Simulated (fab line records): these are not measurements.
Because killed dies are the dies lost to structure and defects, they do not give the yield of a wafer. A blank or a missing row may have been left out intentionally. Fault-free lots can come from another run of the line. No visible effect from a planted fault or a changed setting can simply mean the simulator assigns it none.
fab line records	flow sky130
[record] lots = 11	wafers = 33	last_day = 52
route steps=708 shown VT_ADJUST_LVTN@106 VT_ADJUST_NCORE@121 VT_ADJUST_HVTR@138 VT_ADJUST_PCH@152
lots untouched by any fault: they come from a run of this same line in which no faults occurred
start_h: the number of hours between the record's first day and the start of the first shown wafer of the lot	wait_h: hours since the lot's step before	" repeats the value in the row above	L1.1+2: one row covering several wafers at once	- no value present, or no start provided	* or withheld: withheld	< > ~ a bound
route shown NAME@n: a module of which the file shows steps, and the number in the route of the first	usual: the fault-free wafers' mean and standard deviation	same: alike in all rows	chamber/n: place in a boat	sites: per-site readings	_std_site: the values' standard deviation	_edge_site: mean of outer sites minus mean of inner sites	radius_mm: how far each site lies from the wafer's centre	mask NAME#n: copy n	behind: the tool/chamber that last shaped the wafer	hold: what put the lot on hold/how long, in hours/how the hold closed	device: names the non-switching transistor (n, p or np)	end of line: the same wafers' tests at the end of the route	a step with no rows: only its recipe	killed: dies that structure and defects cost at the first sort, which is not the same as the wafer's yield	map: the dies of a wafer, with x for killed, . for not killed, _ for no die there
set.NAME: the setting the step ran with; set.NAME@STEP: the setting that earlier step ran with	model.NAME: the simulator's own value behind a step, which no gauge read
the route's steps for a sample of lots (tables are steps, rows are wafers)
services: when a tool's chamber went out of use (start_h, in hours from the record's first day, below 0 if earlier), for how many hours, and the reason
[[steps]]
[step SKY_VT_ADJUST_LVTN_STRIP_09]
[recipe] chemistry = O2/N2	power_w = 1400	pressure_mtorr = 1500	platen_temp_c = withheld	o2_flow_sccm = 3000	n2_flow_sccm = 300	overash_fraction = 0.5
[usual] chamber_pressure_mTorr = 1500.2/1.8	drypump_motor_current_A = 5.67/0.25	oes_product_au = 0.722/0.0048	strip_time_to_endpoint_s = 36.93/0.13
lot.wafer	tool	chamber	start_h	wait_h	chamber_pressure_mTorr	drypump_motor_current_A	oes_product_au	rf_hours_counter_h	strip_time_to_endpoint_s
L431.1	plasma_asher-01	0	172.01	0.1	1498.2	5.93	0.722	47	36.96
L431.4	"	1	"	"	1498.7	5.76	0.719	-	36.94
L431.5	"	0	"	"	1497.9	5.92	0.723	-	37.03
L432.2	plasma_asher-01	1	174.31	0.1	1499.4	5.75	0.721	47	36.77
L432.4	"	0	"	"	1499.2	5.92	0.726	-	36.74
L432.5	"	0	"	"	1502.2	5.91	0.722	-	36.71
L433.2	plasma_asher-01	0	176.21	0.1	1502.3	5.92	0.723	47	36.96
L433.3	"	0	"	"	1499.3	5.91	0.726	-	37.16
L433.6	"	0	"	"	1497.5	5.92	0.725	-	37.06
L439.2	plasma_asher-02	1	182.48	0.1	1497.3	5.78	0.715	49	37.23
L439.4	"	0	"	"	1501.1	5.81	0.717	-	37.09
L439.6	"	1	"	"	1498.4	5.79	0.729	-	37.20
L442.2	plasma_asher-03	1	183.78	0.1	1499.9	5.18	0.727	33	37.08
L442.4	"	1	"	"	1500.1	5.15	0.720	-	37.07
L442.6	"	1	"	"	1500.6	5.14	0.725	-	37.05
L444.2	plasma_asher-01	1	304.83	0.1	1501.4	5.72	0.726	56	37.00
L444.4	"	1	"	"	1496.8	5.72	0.726	-	37.06
L444.5	"	0	"	"	1502.6	5.92	0.722	-	37.04
L445.3	plasma_asher-02	1	313.02	0.1	1501.7	5.78	0.719	-	36.81
L445.4	"	0	"	"	1498.8	5.80	0.722	-	36.86
L445.5	"	1	"	"	1501.3	5.78	0.716	-	36.92
L449.1	plasma_asher-03	1	316.28	0.1	1498.9	5.15	0.720	46	37.03
L449.3	"	0	"	"	1500.7	5.46	0.724	-	36.93
L449.5	"	1	"	"	1499.1	5.15	0.728	-	36.96
L448.1	plasma_asher-02	1	318.31	0.1	1500.8	5.78	0.726	62	36.90
L448.2	"	0	"	"	1498.9	5.83	0.718	62	37.07
L448.4	"	0	"	"	1501.2	5.83	0.720	-	36.94
L450.1	plasma_asher-02	1	318.66	0.1	1502.8	5.78	0.723	62	36.93
L450.3	"	1	"	"	1500.5	5.79	0.725	-	37.02
L450.5	"	1	"	"	1497.7	5.79	0.720	-	37.01
L446.1	plasma_asher-01	0	319.31	0.1	1500.7	5.91	0.718	58	37.08
L446.3	"	1	"	"	1501.6	5.76	0.718	-	36.91
L446.4	"	0	"	"	1499.5	5.92	0.721	-	37.09
[step SKY_VT_ADJUST_NCORE_COAT_02]
[recipe] resist = NOVOLAK	spin_rpm = 3000	resist_thk_nm = 1140
lot.wafer	tool	chamber	start_h	wait_h
L431.1+4+5	litho_track-01	0	197.95	0.1
L432.2+4+5	litho_track-03	0	204.10	0.1
L433.2+3+6	litho_track-03	0	206.90	0.1
L439.2+4+6	litho_track-03	0	215.15	0.1
L442.2+4+6	litho_track-03	0	216.70	0.1
L444.2+4+5	litho_track-03	0	344.95	0.1
L445.3+4+5	litho_track-03	0	353.37	0.1
L449.1+3+5	litho_track-01	0	356.50	0.1
L448.1+2+4	litho_track-03	0	359.92	0.1
L450.1+3+5	litho_track-01	0	360.15	0.1
L446.1+3+4	litho_track-01	0	360.75	0.1
[step SKY_VT_ADJUST_NCORE_STRIP_10]
[recipe] chemistry = O2/N2	power_w = 1400	pressure_mtorr = 1500	platen_temp_c = withheld	o2_flow_sccm = 3000	n2_flow_sccm = 300	overash_fraction = 0.5
[usual] chamber_pressure_mTorr = 1499.8/1.4	drypump_motor_current_A = 5.60/0.27	oes_product_au = 0.715/0.0045	strip_time_to_endpoint_s = 14.20/0.042
lot.wafer	tool	chamber	start_h	wait_h	chamber_pressure_mTorr	drypump_motor_current_A	oes_product_au	rf_hours_counter_h	strip_time_to_endpoint_s
L431.1	plasma_asher-04	1	209.38	0.1	1500.4	5.75	0.707	7	14.20
L431.4	"	1	"	"	1499.7	5.79	0.710	-	14.22
L431.5	"	0	"	"	1501.5	5.80	0.714	-	14.24
L432.2	plasma_asher-03	0	215.13	0.1	1500.8	5.45	0.716	37	14.16
L432.4	"	1	"	"	1498.3	5.15	0.715	-	14.20
L432.5	"	0	"	"	1500.0	5.47	0.718	-	14.26
L433.2	plasma_asher-03	0	219.18	0.1	1500.6	5.46	0.715	37	14.29
L433.3	"	1	"	"	1499.5	5.14	0.723	-	14.31
L433.6	"	1	"	"	1498.1	5.13	0.709	-	14.26
L439.2	plasma_asher-03	0	226.60	0.1	1499.8	5.47	0.713	38	14.73
L439.4	"	0	"	"	1500.7	5.45	0.711	-	14.74
L439.6	"	0	"	"	1498.9	5.46	0.720	-	14.77
L442.2	plasma_asher-01	0	228.03	0.1	1500.4	5.91	0.712	49	14.64
L442.4	"	1	"	"	1499.6	5.76	0.713	-	14.64
L442.6	"	0	"	"	1500.8	5.91	0.706	-	14.62
L444.2	plasma_asher-04	1	359.85	0.1	1499.6	5.81	0.705	22	14.23
L444.4	"	0	"	"	1499.9	5.82	0.713	-	14.15
L444.5	"	0	"	"	1498.4	5.81	0.719	-	14.17
L445.3	plasma_asher-03	1	368.81	0.1	1500.2	5.15	0.714	-	14.23
L445.4	"	0	"	"	1499.3	5.48	0.717	-	14.16
L445.5	"	0	"	"	1500.1	5.46	0.720	-	14.22
L449.1	plasma_asher-04	1	371.23	0.1	1501.5	5.78	0.710	23	14.23
L449.3	"	1	"	"	1498.0	5.78	0.710	-	14.19
L449.5	"	0	"	"	1498.1	5.79	0.712	-	14.22
L448.1	plasma_asher-01	1	373.82	0.1	1498.0	5.77	0.718	64	14.24
L448.2	"	0	"	"	1500.5	5.93	0.706	64	14.21
L448.4	"	0	"	"	1501.2	5.92	0.713	-	14.23
L450.1	plasma_asher-03	0	374.03	0.1	1498.6	5.45	0.713	53	14.27
L450.3	"	0	"	"	1498.4	5.44	0.718	-	14.21
L450.5	"	1	"	"	1499.3	5.14	0.710	-	14.22
L446.1	plasma_asher-03	0	375.19	0.1	1500.0	5.46	0.724	53	14.15
L446.3	"	1	"	"	1499.9	5.16	0.714	-	14.18
L446.4	"	0	"	"	1499.4	5.46	0.713	-	14.20
[step SKY_VT_ADJUST_HVTR_CD_MEAS_07]
[recipe] target_cd_nm = 380
[usual] cd_nm = 379.4/2.4
lot.wafer	tool	chamber	start_h	wait_h	cd_nm
L431.1	cd_sem-01	-	231.40	0.1	378.0
L431.4	"	-	"	"	379.4
L431.5	"	-	"	"	379.9
L432.2	cd_sem-01	-	237.76	0.2	380.4
L432.4	"	-	"	"	382.3
L432.5	"	-	"	"	379.2
L433.2	cd_sem-01	-	242.22	0.1	377.6
L433.3	"	-	"	"	378.6
L433.6	"	-	"	"	381.1
L439.2	cd_sem-01	-	250.07	0.1	379.4
L439.4	"	-	"	"	375.0
L439.6	"	-	"	"	375.5
L442.2	cd_sem-01	-	251.67	0.1	378.3
L442.4	"	-	"	"	377.1
L442.6	"	-	"	"	380.0
L444.2	cd_sem-02	-	388.19	0.1	379.8
L444.4	"	-	"	"	378.6
L444.5	"	-	"	"	380.8
L445.3	cd_sem-01	-	397.69	0.1	378.7
L445.4	"	-	"	"	380.6
L445.5	"	-	"	"	378.7
L449.1	cd_sem-02	-	400.92	0.1	377.6
L449.3	"	-	"	"	376.6
L449.5	"	-	"	"	379.2
L448.1	cd_sem-02	-	403.50	0.1	376.2
L448.2	"	-	"	"	373.3
L448.4	"	-	"	"	376.9
L450.1	cd_sem-01	-	403.62	0.1	382.4
L450.3	"	-	"	"	378.7
L450.5	"	-	"	"	381.9
L446.1	cd_sem-02	-	405.04	0.1	381.1
L446.3	"	-	"	"	378.9
L446.4	"	-	"	"	380.0
[step SKY_VT_ADJUST_PCH_STRIP_09]
[recipe] chemistry = O2/N2	power_w = 1400	pressure_mtorr = 1500	platen_temp_c = withheld	o2_flow_sccm = 3000	n2_flow_sccm = 300	overash_fraction = 0.5
[usual] chamber_pressure_mTorr = 1500.1/1.5	drypump_motor_current_A = 5.81/0.059	oes_product_au = 0.722/0.0045	strip_time_to_endpoint_s = 36.98/0.1
lot.wafer	tool	chamber	start_h	wait_h	chamber_pressure_mTorr	drypump_motor_current_A	oes_product_au	rf_hours_counter_h	strip_time_to_endpoint_s
L431.1	plasma_asher-01	0	256.05	0.1	1497.8	5.93	0.725	52	37.13
L431.4	"	0	"	"	1498.8	5.92	0.725	-	37.13
L431.5	"	1	"	"	1501.4	5.76	0.731	-	37.21
L432.2	plasma_asher-04	0	262.23	0.1	1499.4	5.81	0.716	13	37.01
L432.4	"	1	"	"	1502.5	5.76	0.728	-	37.00
L432.5	"	0	"	"	1499.8	5.80	0.732	-	36.98
L433.2	plasma_asher-02	0	267.28	0.1	1501.0	5.82	0.723	57	36.99
L433.3	"	1	"	"	1499.5	5.79	0.727	-	37.06
L433.6	"	0	"	"	1500.5	5.79	0.718	-	36.91
L439.2	plasma_asher-02	1	275.60	0.1	1500.9	5.81	0.719	58	36.89
L439.4	"	0	"	"	1500.0	5.80	0.724	-	37.07
L439.6	"	0	"	"	1500.0	5.81	0.719	-	36.97
L442.2	plasma_asher-02	1	277.73	0.1	1500.7	5.80	0.723	58	36.98
L442.4	"	1	"	"	1503.6	5.77	0.723	-	36.93
L442.6	"	0	"	"	1499.3	5.82	0.722	-	36.96
L444.2	plasma_asher-02	1	417.83	0.1	1496.6	5.78	0.721	72	37.04
L444.4	"	0	"	"	1499.6	5.79	0.718	-	37.09
L444.5	"	0	"	"	1499.4	5.77	0.728	-	37.08
L445.3	plasma_asher-02	0	429.41	0.1	1503.3	5.81	0.721	-	36.86
L445.4	"	1	"	"	1499.5	5.76	0.716	-	36.81
L445.5	"	1	"	"	1499.6	5.75	0.730	-	36.86
L449.1	plasma_asher-04	1	433.23	0.1	1503.2	5.79	0.722	29	36.95
L449.3	"	1	"	"	1500.8	5.80	0.718	-	36.90
L449.5	"	0	"	"	1498.9	5.81	0.722	-	36.93
L448.1	plasma_asher-04	0	434.63	0.1	1499.4	5.82	0.719	29	36.90
L448.2	"	1	"	"	1502.5	5.80	0.720	29	36.91
L448.4	"	0	"	"	1499.7	5.80	0.721	-	37.06
L450.1	plasma_asher-01	1	434.70	0.1	1500.5	5.76	0.716	1	37.00
L450.3	"	0	"	"	1502.0	5.94	0.718	-	36.96
L450.5	"	0	"	"	1502.2	5.95	0.724	-	36.93
L446.1	plasma_asher-01	0	436.86	0.1	1500.6	5.93	0.721	1	37.07
L446.3	"	0	"	"	1501.7	5.93	0.725	-	37.00
L446.4	"	1	"	"	1502.5	5.73	0.721	-	37.04
[[services]]
tool	chamber	start_h	hours	kind
plasma_asher-02	-	184.67	1.7	repair
plasma_asher-01	-	195.43	28.1	pm
plasma_asher-04	-	231.20	1.4	repair
plasma_asher-03	-	305.90	2.0	repair
plasma_asher-02	-	306.55	4.2	repair
plasma_asher-04	-	329.49	5.1	repair
plasma_asher-04	-	395.99	1.9	repair
plasma_asher-01	-	421.25	9.0	pm
plasma_asher-01	0	421.25	9.0	vent_cycle
plasma_asher-01	1	421.25	9.0	vent_cycle
plasma_asher-01	0	430.25	-	clean
plasma_asher-01	1	430.25	-	clean
[[key]]
[first_sign] step = SKY_VT_ADJUST_NCORE_STRIP_10	reading = strip_time_to_endpoint_s	direction = up	sigmas = 12	usual = *	struck = *
effect none on later readings
met_at SKY_VT_ADJUST_NCORE_COAT_02
struck_lots L439,L442
tester_left_out L439,L442
not_acting_at SKY_VT_ADJUST_LVTN_STRIP_09,SKY_VT_ADJUST_HVTR_CD_MEAS_07,SKY_VT_ADJUST_PCH_STRIP_09
onset_between 206.90 215.15
[fault] kind = process_parameter_drift	tool = litho_track-03	chamber = -	onset_h = 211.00	steps = SKY_VT_ADJUST_NCORE_COAT_02	channel = resist_thk_nm	offset = 43.923	shape = step	end_h = 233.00	acts_in = these_recipes_only	stated = 1140
// tester_left_out: of these lots the tester's yield and bins aren't shown, on N5 and GAA mostly nor the transistor test; their killed dies are dies lost to structure and defects alone, not to doping, threshold or leakage, so they don't give the yield
